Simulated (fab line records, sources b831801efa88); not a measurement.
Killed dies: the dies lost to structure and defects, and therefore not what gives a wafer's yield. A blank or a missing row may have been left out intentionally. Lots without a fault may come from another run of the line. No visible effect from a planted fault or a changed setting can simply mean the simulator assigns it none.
8D (eight disciplines) problem report, filled in by code + flow gf180mcu + the parts of the form that need people (team, actions taken, sign-off) are left out

1. THE PROBLEM
Across 6 wafers from 2 lots, HV_LDD_3_TW at GF_HV_LDD_TW_MEAS_38 averages 1329, while fault-free wafers read 1427 with a standard deviation of 10. That is -9.8 standard deviations from the usual mean.
Earliest sighting: wafer L747.1 on film_metro-04 at day 13 13:39. The record holds 33 wafers of 11 lots with a number at this step. The rule behind "out" and "out of limits": a value lying over 4 standard deviations away from the usual mean. The other wafers with a number count as sound.

2. WHAT IT IS; WHAT IT IS NOT
| question                    | is                           | is not                                                                                       |
|-----------------------------|------------------------------|----------------------------------------------------------------------------------------------|
| which readings at this step | HV_LDD_3_TW                  | -                                                                                            |
| which lots                  | L747, L750                   | L742, L743, L744, L746, L758, L759, L761, L762, L764                                         |
| which wafers of those lots  | all that have a number       | -                                                                                            |
| read on which gauges        | film_metro-01, film_metro-04 | film_metro-03                                                                                |
| when                        | from day 13 13:39            | up to then (12 sound wafers); but 15 sound wafers of L758, L759, L761, L762, L764 came after |

3. WHAT RULES OUT EACH SUSPECT
Counting: a tool at any process step up to the reading remains a suspect when it ran all the lots that are out and ran no sound lot after the first of those.
- the gauge at GF_HV_LDD_TW_MEAS_38 has been ruled out. The wafers that are out were read on 2 gauges (film_metro-01, film_metro-04).
- rtp_anneal-02 at GF_VT_IMPLANT_RTA_45 (time 30 s): ruled out as a lasting fault. Following L747 (day 9 06:59), the first lot on it that is out, the sound lots L758, L759, L761, L762 were run on it.
- implanter-02 at GF_HV_LDD_IMPLANT_34: ruled out as a lasting fault. Following L747 (day 13 13:06), the first lot on it that is out, the sound lots L761, L764 were run on it.
Left after counting: nothing in the record.

4. THE CAUSE (what the simulator had put in)
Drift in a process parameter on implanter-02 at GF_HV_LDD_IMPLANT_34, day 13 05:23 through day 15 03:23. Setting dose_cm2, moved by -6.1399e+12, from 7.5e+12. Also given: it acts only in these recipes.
The count ruled it out by mistake, since the rule takes a fault to strike every lot its tool runs from the start of the fault on, and this one did not do so.

5. THE EFFECT CHAIN, in route order
Each row: a reading where the mean over the struck wafers with a number is more than 3 standard deviations away from the usual. Readings are gone through only where the record gives a usual standard deviation; hours: the median, over the lots, of the time from a lot's start at the first step in this table giving one to that lot's start at this step; sigmas: the change measured in usual standard deviations.
| hours | step                 | reading            | usual        | on struck wafers | change     | sigmas      |
|-------|----------------------|--------------------|--------------|------------------|------------|-------------|
| 0     | GF_HV_LDD_IMPLANT_34 | dose_ions_cm2      | 7.499e+12    | 1.357e+12        | -6.142e+12 | -99 or more |
| 0     | GF_HV_LDD_IMPLANT_34 | faraday_current_uA | 42.3         | 7.7              | -34.6      | -43         |
| 1     | GF_HV_LDD_TW_MEAS_38 | HV_LDD_3_TW        | 1427         | 1329             | -98        | -9.8        |
| 22    | GF_HV_LDD_RS_MEAS_53 | HV_LDD_RS          | 418.6 ohm/sq | 436.1            | +17.5      | +20         |
It contains these process steps:
- GF_HV_LDD_IMPLANT_34

6. WHAT WOULD HAVE CAUGHT IT SOONER
In this record the first reading out of limits at a measuring or inspecting step was taken at day 13 13:39, 8 hours after the fault began at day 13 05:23.
The tool's own readings at GF_HV_LDD_IMPLANT_34 were out on every struck wafer that the step has a row for (dose_ions_cm2, faraday_current_uA): an alarm limit on them would have fired on the first of those.
